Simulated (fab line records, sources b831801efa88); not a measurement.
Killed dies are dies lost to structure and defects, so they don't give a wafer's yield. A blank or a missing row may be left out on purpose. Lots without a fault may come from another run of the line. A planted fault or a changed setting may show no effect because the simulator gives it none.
Which tool did it? | flow sky130 | 10 lots, 29 wafers sampled, at 5 steps of a route of 708

WHAT THE GAUGES READ, wafer by wafer
SKY_VIA3_CD_MEAS_12: target cd 200 nm.
lot  | measured     | on        | cd_nm (nm)
L591 | day 39 07:29 | cd_sem-01 | 200.6 200.5 198.8
L592 | day 39 19:17 | cd_sem-02 | 199.1 198.4 200.4
L594 | day 41 06:10 | cd_sem-01 | 200.3 199.8 200.3
L595 | day 41 08:14 | cd_sem-02 | 202.3 199.7 199.5
L593 | day 41 08:22 | cd_sem-01 | 201.2 200.3 199.9
L602 | day 43 02:11 | cd_sem-02 | 199.4 200.7
L604 | day 43 14:16 | cd_sem-02 | 198.7 198.3 199.5
L608 | day 44 07:29 | cd_sem-01 | 200.9 199.7 199.5
L609 | day 45 00:10 | cd_sem-01 | 197.8 197.5 198.3
L613 | day 45 14:13 | cd_sem-01 | 199.1 198.5 199.8

SKY_VIA3_RS_MEAS_22: measures by four-point-probe.
lot  | measured     | on            | VIA3_W_RS (ohm/sq)
L591 | day 39 08:31 | film_metro-03 | 0.294 0.287 0.299
L592 | day 39 20:21 | film_metro-02 | 0.293 0.284 0.289
L594 | day 41 07:14 | film_metro-02 | 0.296 0.294 0.295
L595 | day 41 09:18 | film_metro-04 | 0.295 0.292 0.284
L593 | day 41 09:23 | film_metro-02 | 0.291 0.297 0.295
L602 | day 43 03:13 | film_metro-03 | 0.166 0.297
L604 | day 43 15:17 | film_metro-04 | 0.289 0.297 0.286
L608 | day 44 08:33 | film_metro-03 | 0.296 0.294 0.285
L609 | day 45 01:14 | film_metro-03 | 0.283 0.295 0.284
L613 | day 45 15:14 | film_metro-04 | 0.286 0.294 0.295

SKY_VIA3_THK_MEAS_23: measures by xrf.
lot  | measured     | on            | VIA3_W_THK (nm)
L591 | day 39 08:38 | film_metro-03 | 379 390 375
L592 | day 39 20:28 | film_metro-02 | 386 397 388
L594 | day 41 07:21 | film_metro-02 | 383 385 387
L595 | day 41 09:25 | film_metro-04 | 385 389 396
L593 | day 41 09:30 | film_metro-02 | 391 383 384
L602 | day 43 03:19 | film_metro-03 | - 371
L604 | day 43 15:25 | film_metro-04 | 397 386 400
L608 | day 44 08:39 | film_metro-03 | 375 378 390
L609 | day 45 01:21 | film_metro-03 | 395 381 393
L613 | day 45 15:22 | film_metro-04 | 398 388 384

WHICH TOOL RAN EACH LOT (tool, then ch and the chambers of the sampled wafers, then the start)
lot  | SKY_VIA3_SPUTTER_20          | SKY_VIA3_CVD_21
L591 | pvd_sputter-04, day 39 08:20 | cvd_w-02 ch 0,1, day 39 08:24
L592 | pvd_sputter-02, day 39 20:10 | cvd_w-02 ch 0,1, day 39 20:14
L594 | pvd_sputter-03, day 41 07:03 | cvd_w-02 ch 1, day 41 07:07
L595 | pvd_sputter-04, day 41 09:06 | cvd_w-02 ch 0,1, day 41 09:10
L593 | pvd_sputter-03, day 41 09:11 | cvd_w-01 ch 0,1, day 41 09:15
L602 | pvd_sputter-02, day 43 03:00 | cvd_w-01 ch 0,1, day 43 03:06
L604 | pvd_sputter-03, day 43 15:07 | cvd_w-02 ch 0,1, day 43 15:10
L608 | pvd_sputter-04, day 44 08:19 | cvd_w-02 ch 0,1, day 44 08:25
L609 | pvd_sputter-04, day 45 01:03 | cvd_w-02 ch 0,1, day 45 01:07
L613 | pvd_sputter-03, day 45 15:04 | cvd_w-02 ch 0,1, day 45 15:07
- SKY_VIA3_SPUTTER_20: material TiN, target thk 20 nm, time 80 s.
- SKY_VIA3_CVD_21: deposits W, target thk 390 nm, time 117.31 s.

WHAT THE TOOLS THEMSELVES READ (means of the sampled wafers that have a number; where no wafer has one, the mark that the record gives instead)
SKY_VIA3_SPUTTER_20.
lot  | tool           | cathode_dc_power_W (W) | chamber_pressure_pa (Pa) | throttle_valve_pct (%)
L591 | pvd_sputter-04 | 3999.3                 | 4.993                    | 30.9
L592 | pvd_sputter-02 | 4000.0                 | 5.001                    | 30.2
L594 | pvd_sputter-03 | 3999.6                 | 5.007                    | 29.3
L595 | pvd_sputter-04 | 4000.5                 | 5.003                    | 30.7
L593 | pvd_sputter-03 | 3999.9                 | 5.000                    | 29.9
L602 | pvd_sputter-02 | 3999.8                 | 5.014                    | 29.4
L604 | pvd_sputter-03 | 4000.2                 | 4.997                    | 29.8
L608 | pvd_sputter-04 | 4000.2                 | 4.995                    | 31.0
L609 | pvd_sputter-04 | 3999.9                 | 5.006                    | 31.6
L613 | pvd_sputter-03 | 4000.1                 | 5.001                    | 30.0

SKY_VIA3_CVD_21.
lot  | tool     | chamber_pressure_Torr (Torr) | heater_power_w (W)
L591 | cvd_w-02 | 39.94                        | 772
L592 | cvd_w-02 | 40.05                        | 776
L594 | cvd_w-02 | 40.02                        | 727
L595 | cvd_w-02 | 39.93                        | 763
L593 | cvd_w-01 | 40.01                        | 885
L602 | cvd_w-01 | 40.05                        | 884
L604 | cvd_w-02 | 40.08                        | 813
L608 | cvd_w-02 | 40.09                        | 773
L609 | cvd_w-02 | 39.93                        | 801
L613 | cvd_w-02 | 39.99                        | 760

THE ANSWER, worked out from the rows above alone
Rule: what is usual is taken from the lots themselves. Put in order of their means at a reading, lots are off if they are a third of the lots or fewer, leave a main group of 4 or more, and stand apart from it by a gap of 3 or more times the standard deviation of the main group's means; of several such gaps the widest counts. A main group whose means are all the same, to the digits that the tables above print for the reading, isn't used. A lot without any number at a reading at which 4 lots or more have one is off too. The other lots that the step has rows for count as sound. The gauges are gone through in route order, then the tools' own readings, and for those a lot's mean is taken as printed above. The first step at which some lot is off is used, and at that step the reading that is off furthest; a lot without a number counts as furthest.
Off: L602, at SKY_VIA3_RS_MEAS_22 (VIA3_W_RS). The main group: mean 0.291 ohm/sq, standard deviation 0.0024.
A tool fits if, at a process step before that reading, it ran every lot that is off, and no sound lot after the first of them. The gauges at SKY_VIA3_RS_MEAS_22 are tried like those tools. Can't be told from this: 2 tools fit, pvd_sputter-02 at SKY_VIA3_SPUTTER_20, cvd_w-01 at SKY_VIA3_CVD_21.

WHAT THE SIMULATOR HAD PUT IN
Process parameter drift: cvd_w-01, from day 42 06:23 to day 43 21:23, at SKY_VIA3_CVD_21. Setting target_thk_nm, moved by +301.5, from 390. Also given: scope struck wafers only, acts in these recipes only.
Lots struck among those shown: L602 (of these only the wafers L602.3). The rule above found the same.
